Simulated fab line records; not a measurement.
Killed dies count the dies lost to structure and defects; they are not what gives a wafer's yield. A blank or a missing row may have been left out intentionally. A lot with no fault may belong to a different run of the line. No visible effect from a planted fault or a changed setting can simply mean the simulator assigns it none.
fab line records -- flow sky130
record: lots: 6, wafers: 18, last-day: 50
route steps=708 shown POLY_GATE@233 LDD_N@237 LDD_P@255 PAD_OPEN@708
lots untouched by any fault: they come from a run of this same line in which no faults occurred
start-h: hours from the record's first day to the start of the lot's first wafer shown -- wait-h: time in hours since the lot's previous step -- " repeats the value in the row above -- L1.1+2: one row covering several wafers at once -- - either no value or no given start -- * or withheld: withheld -- < > ~ a bound
route shown NAME@n: a module of which the file shows steps, and the number in the route of the first -- usual: mean/standard deviation taken from wafers without a fault -- same: alike in all rows -- chamber/n: place in a boat -- sites: readings site by site -- _std_site: the values' standard deviation -- _edge_site: outer sites' mean less inner sites' -- radius-mm: how far each site lies from the wafer's centre -- mask NAME#n: copy n -- behind: the last tool/chamber to shape the wafer -- hold: why the lot was held/for how many hours/how that ended -- device: transistor that didn't switch, given as n, p or np -- end of line: tests run on the same wafers once the route is complete -- step lacking rows: just its recipe -- killed: count of dies lost to structure and defects at first sort (not the wafer's yield) -- map: per-die view of a wafer (x killed, . not killed, _ where there is no die)
set.NAME: setting as actually run; set.NAME@STEP: the setting as run at that earlier step -- model.NAME: the simulator's own value behind a step, which no gauge read
lots seen at some steps along the route; tables by step, rows by wafer
services: when a tool's chamber went out of use (start-h, in hours from the record's first day, below 0 if earlier), for how many hours, and the reason
== steps ==
step: SKY_POLY_GATE_CLEAN_19
recipe: chemistry: SC1/SC2, mix: 1:4:20, temp-c: 70, time-s: 150, dry: n2-spin
step: SKY_POLY_GATE_OXIDATION_20
recipe: temp-c: 850, ambient: O2, stabilise-s: 600, purge-s: 300, target-thk-a: 40, ox-time-s: 899
step: SKY_POLY_GATE_THK_MEAS_21
recipe: reads: SiO2_of_POLY_GATE_OXIDATION_20
usual: POLY_GATE_OXIDATION_THK: 4.02/0.082
lot.wafer,tool,chamber,start-h,wait-h,POLY_GATE_OXIDATION_THK[nm]
L289.2,film-metro-04,-,386.69,0.0,3.99
L289.3,film-metro-04,-,386.69,0.0,4.12
L289.4,film-metro-04,-,386.69,0.0,4.03
L292.1,film-metro-01,-,410.53,0.0,3.96
L292.4,film-metro-01,-,410.53,0.0,4.03
L292.5,film-metro-01,-,410.53,0.0,3.90
L303.3,film-metro-04,-,529.81,0.0,3.99
L303.5,film-metro-04,-,529.81,0.0,3.99
L303.6,film-metro-04,-,529.81,0.0,3.93
L305.3,film-metro-02,-,536.06,0.0,4.00
L305.4,film-metro-02,-,536.06,0.0,3.98
L305.5,film-metro-02,-,536.06,0.0,4.11
L306.4,film-metro-01,-,544.39,0.0,4.15
L306.5,film-metro-01,-,544.39,0.0,4.11
L306.6,film-metro-01,-,544.39,0.0,4.11
L309.2,film-metro-02,-,565.43,0.0,4.15
L309.3,film-metro-02,-,565.43,0.0,4.11
L309.5,film-metro-02,-,565.43,0.0,3.99
step: SKY_POLY_GATE_CD_MEAS_22
usual: cd-nm: 149.6/2.2
lot.wafer,tool,chamber,start-h,wait-h,cd-nm
L289.2,cd-sem-02,-,386.76,0.1,147.4
L289.3,cd-sem-02,-,386.76,0.1,150.1
L289.4,cd-sem-02,-,386.76,0.1,148.1
L292.1,cd-sem-01,-,410.59,0.1,149.9
L292.4,cd-sem-01,-,410.59,0.1,152.8
L292.5,cd-sem-01,-,410.59,0.1,149.4
L303.3,cd-sem-02,-,529.90,0.1,150.2
L303.5,cd-sem-02,-,529.90,0.1,150.5
L303.6,cd-sem-02,-,529.90,0.1,147.1
L305.3,cd-sem-01,-,536.15,0.1,151.8
L305.4,cd-sem-01,-,536.15,0.1,148.6
L305.5,cd-sem-01,-,536.15,0.1,152.1
L306.4,cd-sem-02,-,544.51,0.1,146.3
L306.5,cd-sem-02,-,544.51,0.1,149.3
L306.6,cd-sem-02,-,544.51,0.1,147.6
L309.2,cd-sem-02,-,565.51,0.1,153.2
L309.3,cd-sem-02,-,565.51,0.1,152.0
L309.5,cd-sem-02,-,565.51,0.1,152.0
step: SKY_LDD_N_DEHYDRATE_00
recipe: temp-c: 200, time-s: 60
step: SKY_LDD_N_HMDS_01
recipe: prime-time-s: 60, prime-temp-c: 120
step: SKY_LDD_N_COAT_02
recipe: resist: NOVOLAK, spin-rpm: 3000, resist-thk-nm: 300
step: SKY_LDD_N_SOFTBAKE_03
recipe: temp-c: 90, time-s: 60, resist: NOVOLAK
step: SKY_LDD_N_EXPOSE_04
recipe: mask-id: NTM, target-cd-nm: 840, na: 0.6, source-shape: conventional, sigma-outer: 0.6, dose-mj: 110
step: SKY_LDD_N_PEB_05
recipe: temp-c: withheld, time-s: *, resist: NOVOLAK
step: SKY_LDD_N_DEVELOP_06
recipe: develop-time-s: 60, dev-temp-c: 23
step: SKY_LDD_N_OVL_MEAS_07
usual: LDD_N_OVL: -1.2/1.2
lot.wafer,tool,chamber,start-h,wait-h,LDD_N_OVL[nm]
L289.2,overlay-01,-,415.60,0.1,-2.2
L289.3,overlay-01,-,415.60,0.1,-2.5
L289.4,overlay-01,-,415.60,0.1,-3.1
L292.1,overlay-01,-,440.79,0.1,-0.6
L292.4,overlay-01,-,440.79,0.1,-3.3
L292.5,overlay-01,-,440.79,0.1,-1.9
L303.3,overlay-02,-,560.70,0.1,-0.2
L303.5,overlay-02,-,560.70,0.1,0.0
L303.6,overlay-02,-,560.70,0.1,-1.4
L305.3,overlay-02,-,566.30,0.1,-2.5
L305.4,overlay-02,-,566.30,0.1,-2.8
L305.5,overlay-02,-,566.30,0.1,-3.9
L306.4,overlay-01,-,574.76,0.1,-2.4
L306.5,overlay-01,-,574.76,0.1,-3.0
L306.6,overlay-01,-,574.76,0.1,-3.6
L309.2,overlay-01,-,594.23,0.1,-0.6
L309.3,overlay-01,-,594.23,0.1,-1.7
L309.5,overlay-01,-,594.23,0.1,-1.5
step: SKY_LDD_N_IMPLANT_08
recipe: species: As, energy-kev: 20, dose-cm2: 7.5e+13, tilt-deg: withheld, rotation-deg: 23
usual: beam-on-s: 10.01/0.18, dose-ions-cm2: 7.499e+13/7.8e+10, faraday-current-uA: 422/7.4
lot.wafer,tool,chamber,start-h,wait-h,beam-on-s,dose-ions-cm2,faraday-current-uA
L289.2,implanter-04,0,415.66,0.0,9.76,7.491e+13,433
L289.3,implanter-04,0,415.66,0.0,10.00,7.486e+13,422
L289.4,implanter-04,0,415.66,0.0,9.96,7.488e+13,426
L292.1,implanter-02,0,440.83,0.0,10.00,7.495e+13,424
L292.4,implanter-02,0,440.83,0.0,9.85,7.502e+13,426
L292.5,implanter-02,0,440.83,0.0,10.28,7.506e+13,412
L303.3,implanter-02,0,560.77,0.1,13.55,1.4361e+14,600
L303.5,implanter-02,0,560.77,0.1,13.87,1.4358e+14,584
L303.6,implanter-02,0,560.77,0.1,13.40,1.4363e+14,602
L305.3,implanter-02,0,566.37,0.1,14.19,1.4352e+14,568
L305.4,implanter-02,0,566.37,0.1,13.76,1.4353e+14,585
L305.5,implanter-02,0,566.37,0.1,14.09,1.4349e+14,574
L306.4,implanter-04,0,574.85,0.1,9.74,7.503e+13,432
L306.5,implanter-04,0,574.85,0.1,10.05,7.501e+13,421
L306.6,implanter-04,0,574.85,0.1,9.84,7.493e+13,432
L309.2,implanter-03,0,594.29,0.0,9.57,7.494e+13,439
L309.3,implanter-03,0,594.29,0.0,9.77,7.501e+13,431
L309.5,implanter-03,0,594.29,0.0,9.84,7.499e+13,429
step: SKY_LDD_N_IMPLANT_09
recipe: species: As, energy-kev: 20, dose-cm2: 7.5e+13, tilt-deg: withheld, rotation-deg: 113
step: SKY_LDD_N_IMPLANT_10
recipe: species: As, energy-kev: 20, dose-cm2: 7.5e+13, tilt-deg: withheld, rotation-deg: 203
step: SKY_LDD_N_IMPLANT_11
recipe: species: As, energy-kev: 20, dose-cm2: 7.5e+13, tilt-deg: withheld, rotation-deg: 293
step: SKY_LDD_N_IMPLANT_12
recipe: species: BF2, energy-kev: 50, dose-cm2: 5e+12, tilt-deg: 30, rotation-deg: 0
step: SKY_LDD_N_IMPLANT_13
recipe: species: BF2, energy-kev: 50, dose-cm2: 5e+12, tilt-deg: 30, rotation-deg: 90
step: SKY_LDD_N_IMPLANT_14
recipe: species: BF2, energy-kev: 50, dose-cm2: 5e+12, tilt-deg: 30, rotation-deg: 180
step: SKY_LDD_N_IMPLANT_15
recipe: species: BF2, energy-kev: 50, dose-cm2: 5e+12, tilt-deg: 30, rotation-deg: 270
step: SKY_LDD_N_STRIP_16
recipe: chemistry: O2/N2, power-w: 1400, pressure-mtorr: 1500, platen-temp-c: withheld, o2-flow-sccm: 3000, n2-flow-sccm: 300, overash-fraction: 0.5
usual: drypump-motor-current-A: 5.5/0.36, oes-product-au: 0.407/0.0042, strip-time-to-endpoint-s: 4.314/0.013
lot.wafer,tool,chamber,start-h,wait-h,drypump-motor-current-A,oes-product-au,rf-hours-counter-h,strip-time-to-endpoint-s
L289.2,plasma-asher-04,1,416.83,0.1,5.0,0.412,60,4.292
L289.3,plasma-asher-04,0,416.83,0.1,5.3,0.403,-,4.331
L289.4,plasma-asher-04,1,416.83,0.1,5.0,0.408,-,4.314
L292.1,plasma-asher-04,1,442.03,0.1,5.0,0.412,62,4.315
L292.4,plasma-asher-04,0,442.03,0.1,5.4,0.407,-,4.335
L292.5,plasma-asher-04,1,442.03,0.1,5.0,0.402,-,4.304
L303.3,plasma-asher-03,1,561.96,0.1,5.9,0.405,-,4.494
L303.5,plasma-asher-03,0,561.96,0.1,6.0,0.411,-,4.496
L303.6,plasma-asher-03,1,561.96,0.1,6.0,0.415,-,4.517
L305.3,plasma-asher-04,1,567.56,0.1,5.0,0.409,-,4.513
L305.4,plasma-asher-04,0,567.56,0.1,5.3,0.408,-,4.495
L305.5,plasma-asher-04,1,567.56,0.1,5.0,0.409,-,4.512
L306.4,plasma-asher-04,1,576.01,0.1,5.0,0.410,-,4.312
L306.5,plasma-asher-04,1,576.01,0.1,5.0,0.403,-,4.327
L306.6,plasma-asher-04,0,576.01,0.1,5.3,0.409,-,4.316
L309.2,plasma-asher-04,0,595.46,0.1,5.3,0.403,81,4.325
L309.3,plasma-asher-04,1,595.46,0.1,5.0,0.409,-,4.320
L309.5,plasma-asher-04,0,595.46,0.1,5.3,0.400,-,4.325
step: SKY_LDD_N_TW_MEAS_17
usual: LDD_N_TW: 2567/16
lot.wafer,tool,chamber,start-h,wait-h,LDD_N_TW
L289.2,film-metro-02,-,416.94,0.1,2566
L289.3,film-metro-02,-,416.94,0.1,2580
L289.4,film-metro-02,-,416.94,0.1,2562
L292.1,film-metro-03,-,442.13,0.1,2571
L292.4,film-metro-03,-,442.13,0.1,2567
L292.5,film-metro-03,-,442.13,0.1,2574
L303.3,film-metro-01,-,562.04,0.1,2660
L303.5,film-metro-01,-,562.04,0.1,2645
L303.6,film-metro-01,-,562.04,0.1,2644
L305.3,film-metro-02,-,567.66,0.1,2668
L305.4,film-metro-02,-,567.66,0.1,2671
L305.5,film-metro-02,-,567.66,0.1,2683
L306.4,film-metro-02,-,576.10,0.1,2567
L306.5,film-metro-02,-,576.10,0.1,2582
L306.6,film-metro-02,-,576.10,0.1,2597
L309.2,film-metro-01,-,595.57,0.1,2563
L309.3,film-metro-01,-,595.57,0.1,2552
L309.5,film-metro-01,-,595.57,0.1,2565
step: SKY_LDD_P_DEHYDRATE_00
recipe: temp-c: 200, time-s: 60
step: SKY_PAD_OPEN_PROBE_99
usual: killed_at_M0_to_M3: 42/6.7, killed_at_M4_up: 3.4/2, killed-at-contacts: 24/5.1, killed-at-front-end: 14/4.2, killed-at-other: 0.2/0.49, killed-dies: 84/8.4, killed-open: 46/7, killed-short: 39/5.8
same: gross-dies: 492, killed-at-back-side: 0
lot.wafer,tool,chamber,start-h,wait-h,killed_at_M0_to_M3,killed_at_M4_up,killed-at-contacts,killed-at-front-end,killed-at-other,killed-dies,killed-open,killed-short,model.etest.tip-n.rs-ohm-sq,model.etest.nfet_01v8_lvt.vt-sat-v,model.etest.nfet_01v8.vt-sat-v
L289.2,prober-01,-,1086.06,0.1,53,1,25,13,1,93,55,38,442.1,0.5271,0.6379
L289.3,prober-01,-,1086.11,0.2,35,5,31,18,0,89,58,31,440.8,0.5393,0.6467
L289.4,prober-01,-,1086.16,0.2,46,6,16,17,0,85,33,52,439,0.5302,0.6395
L292.1,prober-02,-,1105.61,0.1,40,3,20,11,0,74,41,33,449.3,0.5272,0.639
L292.4,prober-02,-,1105.76,0.2,27,6,27,17,1,78,50,28,448.6,0.5402,0.6467
L292.5,prober-02,-,1105.81,0.2,39,5,25,7,0,76,45,31,445.2,0.5323,0.6396
L303.3,prober-01,-,1177.38,0.2,51,6,18,10,0,85,44,41,392,0.5168,0.6279
L303.5,prober-01,-,1177.48,0.2,44,5,19,12,0,80,51,29,391.8,0.5136,0.621
L303.6,prober-01,-,1177.53,0.2,39,3,23,16,0,81,42,39,391.4,0.5069,0.6226
L305.3,prober-01,-,1183.86,0.2,47,3,20,25,1,96,58,38,388.6,0.5246,0.6405
L305.4,prober-01,-,1183.91,0.2,46,3,19,12,0,80,43,37,389.4,0.5156,0.6382
L305.5,prober-01,-,1183.96,0.2,41,3,25,18,0,87,47,40,391.8,0.5178,0.6304
L306.4,prober-02,-,1187.40,0.2,45,5,24,11,0,85,50,35,446.3,0.5365,0.6466
L306.5,prober-02,-,1187.45,0.2,38,6,28,16,1,89,45,44,447.3,0.5343,0.647
L306.6,prober-02,-,1187.50,0.2,29,1,27,16,0,73,40,33,446.8,0.5371,0.6468
L309.2,prober-01,-,1199.49,0.1,36,5,18,15,0,74,37,37,443.9,0.5333,0.6483
L309.3,prober-01,-,1199.54,0.2,48,4,32,4,0,88,46,42,445.6,0.5397,0.6531
L309.5,prober-01,-,1199.64,0.2,46,2,20,17,0,85,47,38,443.2,0.5551,0.6667
killed by level:class
L289.2 VIA1:geometric-particle:open=16 CONTACT:geometric-particle:open=8 METAL3:geometric-particle:short=8 LI_CONTACT:geometric-particle:open=6 VIA2:geometric-particle:open=6 VIA1:geometric-particle:short=5 POLY_GATE:geometric-particle:open=5 LOCAL_INTERCONNECT:geometric-particle:short=4
L289.3 VIA1:geometric-particle:open=12 CONTACT:geometric-particle:open=12 FIELD_ISO:geometric-particle:open=7 LI_CONTACT:geometric-particle:open=7 VIA2:geometric-particle:open=6 CONTACT:geometric-particle:short=5 LOCAL_INTERCONNECT:geometric-particle:short=4 VIA3:geometric-particle:open=4
L289.4 VIA1:geometric-particle:open=11 METAL2:geometric-particle:short=8 FIELD_ISO:geometric-particle:short=7 LI_CONTACT:geometric-particle:open=7 METAL3:geometric-particle:short=7 METAL1:geometric-particle:short=6 VIA1:geometric-particle:short=5 LOCAL_INTERCONNECT:geometric-particle:short=4
L292.1 VIA3:geometric-particle:open=9 VIA1:geometric-particle:open=8 CONTACT:geometric-particle:open=6 METAL1:geometric-particle:short=5 LI_CONTACT:geometric-particle:open=5 VIA1:geometric-particle:short=5 POLY_GATE:geometric-particle:short=4 LOCAL_INTERCONNECT:geometric-particle:short=4
L292.4 CONTACT:geometric-particle:open=11 LI_CONTACT:geometric-particle:open=7 VIA1:geometric-particle:open=7 FIELD_ISO:geometric-particle:open=6 POLY_GATE:geometric-particle:open=5 METAL4:geometric-particle:short=4 LOCAL_INTERCONNECT:geometric-particle:short=4 VIA2:geometric-particle:open=4
L292.5 VIA2:geometric-particle:open=11 CONTACT:geometric-particle:open=9 LI_CONTACT:geometric-particle:open=8 VIA1:geometric-particle:short=8 VIA3:geometric-particle:open=5 METAL4:geometric-particle:short=5 VIA3:geometric-particle:short=4 VIA1:geometric-particle:open=4
L303.3 VIA3:geometric-particle:open=11 CONTACT:geometric-particle:open=10 VIA2:geometric-particle:short=7 VIA2:geometric-particle:open=7 VIA1:geometric-particle:open=5 METAL4:geometric-particle:short=5 METAL3:geometric-particle:short=5 VIA3:geometric-particle:short=5
L303.5 VIA1:geometric-particle:open=13 LI_CONTACT:geometric-particle:open=9 CONTACT:geometric-particle:open=8 VIA3:geometric-particle:open=6 METAL2:geometric-particle:short=5 POLY_GATE:geometric-particle:open=4 METAL1:geometric-particle:short=4 VIA1:geometric-particle:short=4
L303.6 VIA1:geometric-particle:open=8 LI_CONTACT:geometric-particle:short=7 VIA2:geometric-particle:open=7 METAL1:geometric-particle:short=6 POLY_GATE:geometric-particle:open=5 VIA3:geometric-particle:open=5 LOCAL_INTERCONNECT:geometric-particle:short=5 FIELD_ISO:geometric-particle:open=4
L305.3 VIA1:geometric-particle:open=12 METAL1:geometric-particle:short=10 LI_CONTACT:geometric-particle:open=9 CONTACT:geometric-particle:open=7 VIA1:geometric-particle:short=6 METAL2:geometric-particle:short=6 FIELD_ISO:geometric-particle:open=5 POLY_GATE:geometric-particle:open=5
L305.4 VIA3:geometric-particle:open=8 VIA2:geometric-particle:open=7 VIA1:geometric-particle:open=7 METAL2:geometric-particle:short=5 POLY_GATE:geometric-particle:open=4 LI_CONTACT:geometric-particle:short=4 LI_CONTACT:geometric-particle:open=4 LOCAL_INTERCONNECT:geometric-particle:short=4
L305.5 CONTACT:geometric-particle:open=8 VIA3:geometric-particle:open=7 LI_CONTACT:geometric-particle:open=7 METAL1:geometric-particle:short=6 METAL2:geometric-particle:short=6 VIA2:geometric-particle:open=6 FIELD_ISO:geometric-particle:open=5 CONTACT:geometric-particle:short=5
L306.4 VIA1:geometric-particle:open=10 CONTACT:geometric-particle:open=8 VIA3:geometric-particle:open=8 LI_CONTACT:geometric-particle:open=7 VIA2:geometric-particle:open=6 VIA1:geometric-particle:short=6 METAL2:geometric-particle:short=6 METAL4:geometric-particle:short=4
L306.5 CONTACT:geometric-particle:short=9 CONTACT:geometric-particle:open=7 VIA3:geometric-particle:open=7 FIELD_ISO:geometric-particle:open=6 VIA2:geometric-particle:open=6 METAL4:geometric-particle:short=6 LI_CONTACT:geometric-particle:open=5 VIA1:geometric-particle:open=5
L306.6 VIA1:geometric-particle:open=8 LI_CONTACT:geometric-particle:open=8 CONTACT:geometric-particle:open=8 CONTACT:geometric-particle:short=6 POLY_GATE:geometric-particle:short=5 LI_CONTACT:geometric-particle:short=5 VIA1:geometric-particle:short=5 FIELD_ISO:geometric-particle:open=4
L309.2 VIA3:geometric-particle:short=7 CONTACT:geometric-particle:open=6 VIA1:geometric-particle:open=6 VIA2:geometric-particle:open=6 LOCAL_INTERCONNECT:geometric-particle:short=5 POLY_GATE:geometric-particle:short=4 VIA2:geometric-particle:short=4 METAL4:geometric-particle:short=4
L309.3 LI_CONTACT:geometric-particle:open=12 METAL1:geometric-particle:short=10 VIA1:geometric-particle:open=9 CONTACT:geometric-particle:open=8 VIA1:geometric-particle:short=6 LOCAL_INTERCONNECT:geometric-particle:short=4 CONTACT:geometric-particle:short=4 VIA2:geometric-particle:open=4
L309.5 VIA1:geometric-particle:open=10 VIA2:geometric-particle:open=8 METAL2:geometric-particle:short=6 VIA3:geometric-particle:open=6 LI_CONTACT:geometric-particle:open=5 METAL1:geometric-particle:short=5 POLY_GATE:geometric-particle:short=4 POLY_GATE:geometric-particle:open=4
== services ==
tool,chamber,start-h,hours,kind
implanter-04,-,403.83,2.5,pm
plasma-asher-03,-,421.25,9.0,pm
plasma-asher-03,0,421.25,9.0,vent-cycle
plasma-asher-03,1,421.25,9.0,vent-cycle
implanter-03,-,424.93,2.9,pm
plasma-asher-03,0,430.25,-,clean
plasma-asher-03,1,430.25,-,clean
plasma-asher-03,-,433.32,0.5,repair
implanter-03,-,444.35,1.0,repair
implanter-04,-,450.63,3.4,repair
implanter-03,-,458.56,2.6,repair
implanter-03,-,507.63,20.6,repair
implanter-02,-,534.07,2.2,repair
implanter-04,-,576.89,0.8,repair
== key ==
first-sign: step: SKY_LDD_N_IMPLANT_08, reading: dose-ions-cm2, direction: up, sigmas: 99+, usual: *, struck: *
effect: step: SKY_LDD_N_IMPLANT_08, reading: faraday-current-uA, direction: up, sigmas: 22, usual: 422, struck: 586
effect: step: SKY_LDD_N_STRIP_16, reading: strip-time-to-endpoint-s, direction: up, sigmas: 15, usual: *, struck: *
effect: step: SKY_LDD_N_TW_MEAS_17, reading: LDD_N_TW, direction: up, sigmas: 6, usual: 2567, struck: 2662
model-effect: step: SKY_PAD_OPEN_PROBE_99, value: etest.tip-n.rs-ohm-sq, without: 441.4, struck: 390.8
met-at SKY_LDD_N_IMPLANT_08
struck-wafers L303.3,L303.5,L303.6,L305.3,L305.4,L305.5
tester-left-out L303,L305
onset-between 440.83 560.77
fault: kind: process-parameter-drift, tool: implanter-02, chamber: -, onset-h: 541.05, steps: SKY_LDD_N_IMPLANT_08, channel: dose-cm2, offset: *, shape: step, end-h: 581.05, acts-in: *, stated: *
tester-left-out: of these lots the tester's yield and bins aren't shown, on N5 and GAA mostly nor the transistor test; their killed dies are dies lost to structure and defects alone, not to doping, threshold or leakage, so they don't give the yield
